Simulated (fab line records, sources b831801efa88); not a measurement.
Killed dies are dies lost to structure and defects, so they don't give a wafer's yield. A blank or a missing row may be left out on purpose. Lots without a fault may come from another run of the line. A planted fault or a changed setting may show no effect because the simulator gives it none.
Tool commonality check | flow sky130 | 13 lots, 45 wafers sampled

WHY IT WAS OPENED
At SKY_SD_N_RS_MEAS_16 the reading SD_N_RS is flagged on 2 of 13 lots. Wafers without a fault read 68.51 ohm/sq, standard deviation 0.15.
Rule: a lot is flagged when every wafer of it that has a number lies more than 4 standard deviations from that mean, or none has a number. The other lots count as sound.

lot  | measured     | on            | SD_N_RS (ohm/sq), wafer by wafer    | flag
L767 | day 27 16:22 | film_metro-02 | 68.66 68.72 68.75                   |
L768 | day 27 17:10 | film_metro-04 | 68.38 68.35 68.29                   |
L770 | day 28 09:14 | film_metro-01 | 68.20 68.34 68.67                   |
L771 | day 28 14:21 | film_metro-04 | 68.31 68.22 68.43                   |
L772 | day 29 02:18 | film_metro-04 | 68.47 68.56 68.38                   |
L773 | day 29 11:03 | film_metro-04 | 68.31 68.34 68.40                   |
L774 | day 30 11:19 | film_metro-02 | 68.65 68.79 68.58                   |
L776 | day 30 19:28 | film_metro-02 | 68.81 68.74 68.43                   |
L779 | day 32 16:52 | film_metro-01 | 68.52 68.67 68.55                   |
L781 | day 32 19:01 | film_metro-01 | 68.60 68.64 68.76                   |
L782 | day 33 06:59 | film_metro-02 | 68.68 68.45 68.56                   |
L788 | day 34 12:40 | film_metro-01 | 57.42 57.40 57.49 57.40 57.47 57.49 | FLAGGED
L790 | day 35 03:15 | film_metro-04 | 57.07 57.13 57.27 57.04 57.17 57.31 | FLAGGED
The numbers of the flagged lots are 57.30 ohm/sq on average: -11.21 ohm/sq against the usual, or -75 standard deviations.

WHICH TOOL RAN EACH LOT
The record holds 1 process step before the reading, out of a route of 708 steps. In each cell: the tool, then ch and the chambers that the sampled wafers went through, then the start.
lot  | flag    | SKY_SD_N_RTA_14
L767 |         | rtp_anneal-01 ch 0, day 27 16:11
L768 |         | rtp_anneal-02 ch 0, day 27 16:59
L770 |         | rtp_anneal-02 ch 0, day 28 09:03
L771 |         | rtp_anneal-01 ch 0, day 28 14:11
L772 |         | rtp_anneal-02 ch 0, day 29 02:07
L773 |         | rtp_anneal-01 ch 0, day 29 10:51
L774 |         | rtp_anneal-02 ch 0, day 30 11:08
L776 |         | rtp_anneal-02 ch 0, day 30 19:17
L779 |         | rtp_anneal-02 ch 0, day 32 16:41
L781 |         | rtp_anneal-01 ch 0, day 32 18:50
L782 |         | rtp_anneal-02 ch 0, day 33 06:49
L788 | FLAGGED | rtp_anneal-02 ch 0, day 34 12:29
L790 | FLAGGED | rtp_anneal-02 ch 0, day 35 03:05
What these steps do:
- SKY_SD_N_RTA_14: time 2 s.
- SKY_SD_N_RS_MEAS_16: measures by four-point-probe.

FLAGGED OVER TOTAL, TOOL BY TOOL (the gauges that took the reading come last)
step                | tool          | lots run | flagged | share of the flagged lots | sound lots run after its first flagged lot
SKY_SD_N_RTA_14     | rtp_anneal-01 | 4        | 0       | none                      | -
SKY_SD_N_RTA_14     | rtp_anneal-02 | 9        | 2       | all                       | 0
SKY_SD_N_RS_MEAS_16 | film_metro-01 | 4        | 1       | some                      | 0
SKY_SD_N_RS_MEAS_16 | film_metro-02 | 4        | 0       | none                      | -
SKY_SD_N_RS_MEAS_16 | film_metro-04 | 5        | 1       | some                      | 0

WHAT THE TABLE ALLOWS
1 row of the table ran every flagged lot: rtp_anneal-02 at SKY_SD_N_RTA_14.
- rtp_anneal-02 at SKY_SD_N_RTA_14: 2 of its 9 lots flagged. Its last sound lot is L782 (day 33 06:49), its first flagged lot L788 (day 34 12:29): a fault that began between those two fits.
One tool is left: rtp_anneal-02 at SKY_SD_N_RTA_14.

WHAT THE SIMULATOR HAD PUT IN
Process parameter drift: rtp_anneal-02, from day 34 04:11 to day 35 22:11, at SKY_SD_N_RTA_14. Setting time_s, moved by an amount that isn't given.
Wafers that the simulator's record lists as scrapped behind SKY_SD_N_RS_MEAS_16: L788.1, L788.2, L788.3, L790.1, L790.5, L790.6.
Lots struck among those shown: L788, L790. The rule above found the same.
